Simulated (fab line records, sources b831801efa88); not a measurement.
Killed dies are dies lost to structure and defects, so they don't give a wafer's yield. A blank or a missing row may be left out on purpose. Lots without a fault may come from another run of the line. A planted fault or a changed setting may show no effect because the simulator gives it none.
Chamber matching | flow sky130 | SKY_CONTACT_CVD_00 on pecvd-03: 3 sister chambers
The step deposits Si3N4, target thk 75 nm. 3 wafers are shown with their chamber, then 7 later ones without.

WAFERS WITH THEIR CHAMBER
wafer  | chamber | heater_power_w (W)
L753.5 | 2       | 606
L757.1 | 1       | 613
L757.2 | 0       | 866

WAFERS WITHOUT THEIR CHAMBER
wafer  | heater_power_w (W)
L757.3 | 610
L762.1 | 691
L762.5 | 671
L762.6 | 844
L763.2 | 682
L763.4 | 772
L763.6 | 689

WHICH CHAMBER EACH WENT THROUGH
wafer  | from the rows above          | in truth
L757.3 | can't be placed: 1 or 2      | 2
L762.1 | can't be placed: 1 or 2 or 0 | 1
L762.5 | can't be placed: 1 or 2      | 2
L762.6 | 0                            | 0
L763.2 | can't be placed: 1 or 2 or 0 | 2
L763.4 | can't be placed: 0 or 1 or 2 | 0
L763.6 | can't be placed: 1 or 2 or 0 | 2
Placed correctly: 1 of 7. Can't be placed from these rows: 6 (the true chamber is among the candidates in 6). Placed wrongly: 0.
How it was worked out, from the rows above alone: a wafer's distance from a chamber is the root of the sum, over the readings, of the square of ((its reading less the chamber's mean) divided by the reading's scatter). The wafer belongs to the nearest chamber; if the next one is less than 2 further off, it can't be placed. A chamber's mean is the mean of its shown wafers. The scatter: with one shown wafer a chamber, the root of the mean of the squares of how far each hidden wafer lies from its nearest shown one.
